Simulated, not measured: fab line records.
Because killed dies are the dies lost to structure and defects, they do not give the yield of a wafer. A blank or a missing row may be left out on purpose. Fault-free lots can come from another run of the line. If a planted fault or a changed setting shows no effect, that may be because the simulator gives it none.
Matching of chambers || flow gf180mcu || 4 sister chambers for GF_CONTACT_CMP_04 on cmp-02
The step polishes SiO2. 8 wafers are shown with their chamber, then 7 later ones without.

## WAFERS PAIRED WITH THEIR CHAMBERS
{"wafer": "L791.5", "chamber": 0, "motor_current_A (A)": 10.9, "head_pressure_psi (psi)": 3.987}
{"wafer": "L793.4", "chamber": 1, "motor_current_A (A)": 11.3, "head_pressure_psi (psi)": 4.003}
{"wafer": "L793.5", "chamber": 2, "motor_current_A (A)": 13.1, "head_pressure_psi (psi)": 3.981}
{"wafer": "L794.1", "chamber": 3, "motor_current_A (A)": 12.2, "head_pressure_psi (psi)": 3.981}
{"wafer": "L794.4", "chamber": 2, "motor_current_A (A)": 13.3, "head_pressure_psi (psi)": 4.000}
{"wafer": "L794.6", "chamber": 0, "motor_current_A (A)": 10.9, "head_pressure_psi (psi)": 3.989}
{"wafer": "L801.1", "chamber": 3, "motor_current_A (A)": 11.2, "head_pressure_psi (psi)": 3.995}
{"wafer": "L801.2", "chamber": 1, "motor_current_A (A)": 12.0, "head_pressure_psi (psi)": 4.006}

## WAFERS WITH NO CHAMBER GIVEN
{"wafer": "L801.6", "motor_current_A (A)": 12.3, "head_pressure_psi (psi)": 4.021}
{"wafer": "L805.2", "motor_current_A (A)": 11.3, "head_pressure_psi (psi)": 4.000}
{"wafer": "L805.4", "motor_current_A (A)": 11.1, "head_pressure_psi (psi)": 4.004}
{"wafer": "L805.5", "motor_current_A (A)": 12.1, "head_pressure_psi (psi)": 4.009}
{"wafer": "L810.1", "motor_current_A (A)": 12.2, "head_pressure_psi (psi)": 4.001}
{"wafer": "L810.3", "motor_current_A (A)": 12.5, "head_pressure_psi (psi)": 4.000}
{"wafer": "L810.6", "motor_current_A (A)": 11.5, "head_pressure_psi (psi)": 4.002}

## THE CHAMBER EACH PASSED THROUGH
{"wafer": "L801.6", "from the rows above": "can't be placed: 1 or 3 or 2", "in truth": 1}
{"wafer": "L805.2", "from the rows above": "can't be placed: 1 or 3 or 0", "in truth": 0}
{"wafer": "L805.4", "from the rows above": "can't be placed: 1 or 0 or 3", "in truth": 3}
{"wafer": "L805.5", "from the rows above": "can't be placed: 1 or 3", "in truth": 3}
{"wafer": "L810.1", "from the rows above": "can't be placed: 1 or 3 or 2", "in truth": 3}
{"wafer": "L810.3", "from the rows above": "can't be placed: 2 or 1 or 3 or 0", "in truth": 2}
{"wafer": "L810.6", "from the rows above": "can't be placed: 1 or 3 or 0", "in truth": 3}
Correct placement for 0 of the 7. From these rows, 7 cannot be placed; in 7 the true chamber is one of the candidates. Placed wrongly: 0.
How it was worked out, from the rows above alone: a wafer's distance from a chamber is the root of the sum, over the readings, of the square of ((its reading less the chamber's mean) divided by the reading's scatter). The wafer belongs to the nearest chamber; if the next one is less than 2 further off, it can't be placed. A chamber's mean is the mean of its shown wafers. The scatter is the square root of a quotient: the sum, over the shown wafers, of each reading's squared deviation from its chamber's mean, divided by wafers minus chambers.
